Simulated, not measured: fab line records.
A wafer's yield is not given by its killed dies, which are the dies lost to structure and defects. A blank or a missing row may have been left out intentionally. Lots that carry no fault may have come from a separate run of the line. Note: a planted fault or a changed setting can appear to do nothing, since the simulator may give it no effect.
Which of the tools did it?	flow gf180mcu	Sampling: 12 lots, 36 wafers, 5 of 602 route steps

WHAT THE GAUGES SHOWED, per wafer
GF_V3_THK_MEAS_25: measures by xrf.
lot	measured	on	V3_W_THK (nm)
L813	day 22 09:29	film metro-02	373 373 366
L814	day 22 18:15	film metro-02	377 370 376
L815	day 23 14:43	film metro-03	370 370 375
L817	day 23 20:10	film metro-02	374 367 365
L816	day 24 01:05	film metro-03	378 380 377
L819	day 24 15:58	film metro-02	371 368 366
L822	day 25 12:10	film metro-03	375 379 373
L826	day 26 23:59	film metro-02	371 370 373
L829	day 27 22:32	film metro-01	365 368 369
L831	day 28 08:12	film metro-01	377 373 374
L835	day 29 10:37	film metro-03	368 358 365
L836	day 29 13:23	film metro-03	370 376 372

GF_V4_BOW_MEAS_05.
lot	measured	on	V4_BOW (um)
L813	day 23 09:31	film metro-04	138 142 144
L814	day 23 18:43	film metro-04	134 135 124
L815	day 24 15:17	film metro-02	128 130 130
L817	day 24 19:38	film metro-02	147 142 143
L816	day 25 01:00	film metro-02	135 135 134
L819	day 25 15:17	film metro-03	117 131 125
L822	day 26 10:46	film metro-04	140 143 137
L826	day 27 22:34	film metro-02	135 137 133
L829	day 28 19:39	film metro-03	139 136 126
L831	day 29 05:45	film metro-04	135 130 124
L835	day 30 07:22	film metro-03	139 139 131
L836	day 30 10:07	film metro-04	144 127 147

GF_V4_CD_MEAS_14: target cd 260 nm.
lot	measured	on	cd nm (nm)
L813	day 24 07:44	cd sem-01	259.9 259.0 260.0
L814	day 24 16:36	cd sem-01	257.8 258.5 257.9
L815	day 25 12:41	cd sem-01	260.2 260.1 260.6
L817	day 25 16:59	cd sem-01	261.1 260.4 259.5
L816	day 25 21:47	cd sem-02	259.8 260.3 260.0
L819	day 26 11:41	cd sem-02	261.9 262.0 261.5
L822	day 27 06:57	cd sem-02	260.0 260.6 261.1
L826	day 28 17:57	cd sem-01	266.6 265.2 265.9 266.9 265.5 265.8
L829	day 29 14:46	cd sem-02	259.5 260.2 261.2
L831	day 30 00:59	cd sem-02	265.6 265.7 264.4 265.4 265.9 264.2
L835	day 31 01:53	cd sem-01	260.4 260.1 259.5
L836	day 31 04:34	cd sem-01	259.1 260.5 259.9

WHAT TOOL EACH LOT RAN ON (gives the tool, then ch and the chambers of the sampled wafers, and finally the start)
lot	GF_M4_SPUTTER_00	GF_V4_EXPOSE_11
L813	pvd sputter-02, day 22 09:49	krf scanner-01 ch 0, day 23 21:05
L814	pvd sputter-03, day 22 18:35	krf scanner-01 ch 0, day 24 05:50
L815	pvd sputter-01, day 23 15:04	krf scanner-02 ch 0, day 25 02:14
L817	pvd sputter-01, day 23 20:31	krf scanner-02 ch 0, day 25 06:28
L816	pvd sputter-02, day 24 01:26	krf scanner-01 ch 0, day 25 11:52
L819	pvd sputter-01, day 24 16:19	krf scanner-02 ch 0, day 26 01:46
L822	pvd sputter-01, day 25 12:31	krf scanner-02 ch 0, day 26 20:43
L826	pvd sputter-01, day 27 00:20	krf scanner-02 ch 0, day 28 08:27
L829	pvd sputter-02, day 27 22:53	krf scanner-01 ch 0, day 29 05:29
L831	pvd sputter-02, day 28 08:34	krf scanner-02 ch 0, day 29 15:33
L835	pvd sputter-02, day 29 10:58	krf scanner-01 ch 0, day 30 16:44
L836	pvd sputter-02, day 29 13:44	krf scanner-01 ch 0, day 30 19:46
- GF_M4_SPUTTER_00: material Ti, target thk 37.5 nm, time 150 s.
- GF_V4_EXPOSE_11: exposes mask Via4, target cd 260 nm.

WHAT THE TOOLS THEMSELVES READ (means of the sampled wafers that have a number; where no wafer has one, the mark that the record gives instead)
GF_M4_SPUTTER_00.
lot	tool	throttle valve pct (%)
L813	pvd sputter-02	29.3
L814	pvd sputter-03	30.9
L815	pvd sputter-01	29.8
L817	pvd sputter-01	30.2
L816	pvd sputter-02	29.7
L819	pvd sputter-01	30.9
L822	pvd sputter-01	30.1
L826	pvd sputter-01	29.7
L829	pvd sputter-02	29.4
L831	pvd sputter-02	29.8
L835	pvd sputter-02	30.1
L836	pvd sputter-02	29.4

GF_V4_EXPOSE_11.
lot	tool	exposure dose mJ cm2
L813	krf scanner-01	38.01
L814	krf scanner-01	38.02
L815	krf scanner-02	37.97
L817	krf scanner-02	38.03
L816	krf scanner-01	37.98
L819	krf scanner-02	37.98
L822	krf scanner-02	37.97
L826	krf scanner-02	39.54
L829	krf scanner-01	37.98
L831	krf scanner-02	39.15
L835	krf scanner-01	37.95
L836	krf scanner-01	38.03

THE ANSWER, worked out from the rows above alone
Rule: what is usual is taken from the lots themselves. The widest of any qualifying gaps counts: lots, ordered by their means at a reading, are off when they make up no more than a third of the lots, leave a main group of 4 or more, and stand apart from it by 3 or more times the standard deviation of that group's means. Not used: any main group whose means are identical at the precision the tables above print for the reading. Also off: a lot with no number at a reading for which 4 or more lots have one. Where the step has rows for the other lots, those lots are counted as sound. After the gauges, taken in route order, come the tools' own readings; for these a lot's mean is taken, as printed above. The first step at which some lot is off is used, and at that step the reading that is off furthest; a lot without a number counts as furthest.
Off: L826, L831 (GF_V4_CD_MEAS_14, cd nm). Main group: mean 260.1 nm, sd 0.88.
If a tool, at a process step before that reading, ran all the lots that are off and no sound lot after the first of them, it fits. The gauges at GF_V4_CD_MEAS_14 aren't tried: what is off there is off at GF_V4_EXPOSE_11 too, on other tools, and a gauge's error can't cause that. One fits: krf scanner-02 at GF_V4_EXPOSE_11. A fault onset in the window from L822 (day 26 20:43, its last sound lot) to L826 (day 28 08:27, its first lot off) fits.
The tool's own readings at GF_V4_EXPOSE_11 bear it out: on the lots that are off they differ by more than 5 times the standard deviation of the sound lots' means. exposure dose mJ cm2 reads 39.34 there against 37.99 on the sound lots.

WHAT HAD BEEN PUT IN BY THE SIMULATOR
Process parameter drift: krf scanner-02, from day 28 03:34 on, at GF_V4_EXPOSE_11. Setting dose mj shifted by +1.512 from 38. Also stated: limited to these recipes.
Shown lots that were struck: L826, L831. This agrees with what the rule above found.
